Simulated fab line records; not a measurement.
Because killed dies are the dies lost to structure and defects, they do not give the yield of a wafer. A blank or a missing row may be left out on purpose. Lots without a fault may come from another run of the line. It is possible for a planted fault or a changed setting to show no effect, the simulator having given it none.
Struck lot and sound lot, side by side | flow sky130 | 37 steps out of a route of 708
Sound: the wafers L204.2, L204.3, L204.4. Wafers struck: L214.2, L214.3, L214.4. At the end, the cause is stated.
Order at every step that has rows: each side's tool, ch and its chambers, its first start. Under that, the readings that differ: sound wafers | struck wafers | difference of the means | sigmas: that difference in standard deviations of wafers without a fault.
alike: words and numbers the same on both sides, and readings whose means are apart by under 2 such deviations; not compared: readings that were withheld, readings missing a value for some wafer, numbers with overlapping values and no deviation given by the record, and bounds like >300 which may hide the same value.
The two part at a step that has a row with sigmas, a row that says differs or no value, or rows on one side only. Numbers that don't overlap but have no deviation are shown without sigmas and don't part them. A reading missing from all wafers of one side parts the sides only when that side holds two or more wafers.

first, 10 steps without rows for these wafers: SKY_LDD_LDN_SOFTBAKE_03 (time 60 s); SKY_LDD_LDN_EXPOSE_04 (exposes mask LDNTM, target cd 700 nm); SKY_LDD_LDN_PEB_05; SKY_LDD_LDN_DEVELOP_06 (develop time 60 s); SKY_LDD_LDN_IMPLANT_08; SKY_LDD_LDN_IMPLANT_09; SKY_LDD_LDN_IMPLANT_10; SKY_LDD_LDN_IMPLANT_11; SKY_LDD_LDN_STRIP_12 (strips in O2/N2); SKY_LDD_LDN_CLEAN_14 (cleans in SC1/SC2, time 150 s).
SKY_SPACER_CVD_00: deposits Si3N4 from DCS/NH3, target thk 43.1 nm, time 740 s.
  sound on lpcvd-02 ch 0, day 25 04:37; struck on lpcvd-02 ch 1, day 28 14:25
reading                                 | sound             | struck            | difference | sigmas
spikeTcBottomC (C)                      | 788.4 788.6 789.1 | 766.7 766.0 763.7 | -23.2      | -19
spikeTcCentreC (C)                      | 770.9 768.9 769.6 | 747.8 748.1 747.0 | -22.2      | -24
spikeTcLowerC (C)                       | 771.1 769.9 770.1 | 748.0 749.0 748.0 | -22.0      | -18
spikeTcTopC (C)                         | 782.1 782.8 780.0 | 764.6 764.6 762.3 | -17.8      | -9
spikeTcUpperC (C)                       | 769.3 768.9 768.9 | 747.6 748.1 749.1 | -20.8      | -21
susceptorTempC (C)                      | 770.8 770.1 770.5 | 748.1 748.0 747.9 | -22.5      | -62
zonePowerBottomPct (%)                  | 22.7 22.9 22.9    | 21.5 21.7 22.3    | -1.0       | -3
zonePowerTopPct (%)                     | 27.6 26.6 26.8    | 22.5 22.6 22.4    | -4.5       | -2
model.Si3N4_of_SPACER_CVD_00.thkNm (nm) | 43.41 43.83 43.51 | 28.14 28.04 28.24 | -15.44     | 
  alike: zonePowerCentrePct
SKY_SPACER_THK_MEAS_01:
  sound on filmMetro-01 at day 25 05:50; struck on filmMetro-04 at day 28 15:38
reading                | sound          | struck         | difference | sigmas
SPACER_CVD_00_THK (nm) | 43.4 43.9 43.5 | 28.2 28.0 28.3 | -15.4      | -42
SKY_SPACER_ETCHBACK_02: etches Si3N4 in CH3F/O2, stops on SiO2, time 46.7 s, target depth 45 nm.
  sound on rieDiel-01 ch 0,2,3, day 25 05:53; struck on rieDiel-01 ch 0,1,2, day 28 15:41
reading                 | sound                | struck               | difference | sigmas
oesProductAu (a.u.)     | 0.859 0.860 0.861    | 0.685 0.688 0.684    | -0.174     | -29
throttleValvePct (%)    | 10.568 10.567 10.562 | 10.539 10.545 10.535 | -0.026     | -3
model.etch.depthNm (nm) | 43.41 43.83 43.51    | 28.14 28.04 28.24    | -15.44     | 
  alike: chamberPressureMTorr, drypumpMotorCurrentA
  not compared: rfHoursCounterH
then, 22 steps without rows for these wafers: SKY_POLY_CUT_DEHYDRATE_00 (time 60 s); SKY_POLY_CUT_HMDS_01 (prime time 60 s); SKY_POLY_CUT_COAT_02 (resist thk 60 nm); SKY_POLY_CUT_COAT_03 (resist thk 450 nm); SKY_POLY_CUT_SOFTBAKE_04 (time 90 s); SKY_POLY_CUT_EXPOSE_05 (exposes mask NPCM, target cd 270 nm); SKY_POLY_CUT_PEB_06; SKY_POLY_CUT_DEVELOP_07 (develop time 60 s); SKY_POLY_CUT_ETCH_10 (etches BARC in N2/H2, stops on SiO2, time 45.9 s, target depth 60 nm); SKY_POLY_CUT_ETCH_11 (etches Si3N4 in CF4/CH2F2/Ar, stops on poly-Si, time 42.5 s, target depth 60 nm); SKY_POLY_CUT_STRIP_12 (strips in O2/N2); SKY_SD_P_DEHYDRATE_00 (time 60 s); SKY_SD_P_HMDS_01 (prime time 60 s); SKY_SD_P_COAT_02 (resist thk 1140 nm); SKY_SD_P_SOFTBAKE_03 (time 60 s); SKY_SD_P_EXPOSE_04 (exposes mask PSDM, target cd 380 nm); SKY_SD_P_PEB_05; SKY_SD_P_DEVELOP_06 (develop time 60 s); SKY_SD_P_IMPLANT_09; SKY_SD_P_STRIP_10 (strips in O2/N2); SKY_RES_XHIGH_DEHYDRATE_00 (time 60 s); SKY_RES_XHIGH_HMDS_01 (prime time 60 s).
-- the record jumps here: 5 days lie between the struck wafers' starts before and after (it left off in module RES_XHIGH and takes up again in module SALICIDE, whose first step shown is number 361 of the route) --
SKY_SALICIDE_CLEAN_00: cleans in HF-last, time 30 s.
  sound on wetBench-03 ch 3, day 30 02:02; struck on wetBench-03 ch 1, day 33 08:05
reading                                 | sound             | struck            | difference | sigmas
model.Si3N4_of_SPACER_CVD_00.thkNm (nm) | 42.42 42.85 42.51 | 27.17 27.07 27.27 | -15.42     | 
-- the record jumps here: 16 days lie between the struck wafers' starts before and after (it left off in module SALICIDE and takes up again in module PAD_OPEN, whose first step shown is number 708 of the route) --
SKY_PAD_OPEN_PROBE_99:
  sound on prober-01 at day 47 08:17; struck on prober-02 at day 49 19:11
reading                             | sound             | struck            | difference | sigmas
model.etest.pfet_01v8.rOnOhmUm      | 2906 2995 2906    | 2478 2449 2452    | -476       | 
model.etest.pfetG5v0d10v5.rOnOhmUm  | 4690 4738 4740    | 4590 4542 4548    | -163       | 
model.etest.sonosUncharged.rOnOhmUm | 812.1 818.1 808   | 730.6 718.8 737.2 | -83.9      | 
model.etest.nfetG5v0d10v5.rOnOhmUm  | 1873 1894 1877    | 1827 1812 1806    | -66        | 
model.etest.resPdiff.lineOhmUm      | 1392 1387 1380    | 1305 1274 1278    | -101       | 
model.etest.pfet_01v8.driveUaUm     | 194 187.2 191.7   | 234.8 238.6 235.6 | +45.4      | 
model.etest.nfet_01v8_lvt.driveUaUm | 570.6 552.4 550.2 | 620.1 623.8 617   | +62.6      | 
model.etest.sramPfetLatch.driveUaUm | 146.7 139.2 139.5 | 173.5 184.1 175.2 | +35.8      | 
  alike: killed_at_M0_to_M3, killed_at_M4_up, killedAtContacts, killedAtFrontEnd, killedAtOther, killedDies, killedOpen, killedShort

## WHERE THEY PART
At SKY_SPACER_CVD_00 first; at SKY_SPACER_ETCHBACK_02 last (within this record only). Later steps at which nothing parts them and some readings are alike: SKY_PAD_OPEN_PROBE_99.

WHY: what had been put in by the simulator
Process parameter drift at SKY_SPACER_CVD_00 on lpcvd-02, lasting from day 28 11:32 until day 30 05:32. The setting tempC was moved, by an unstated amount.
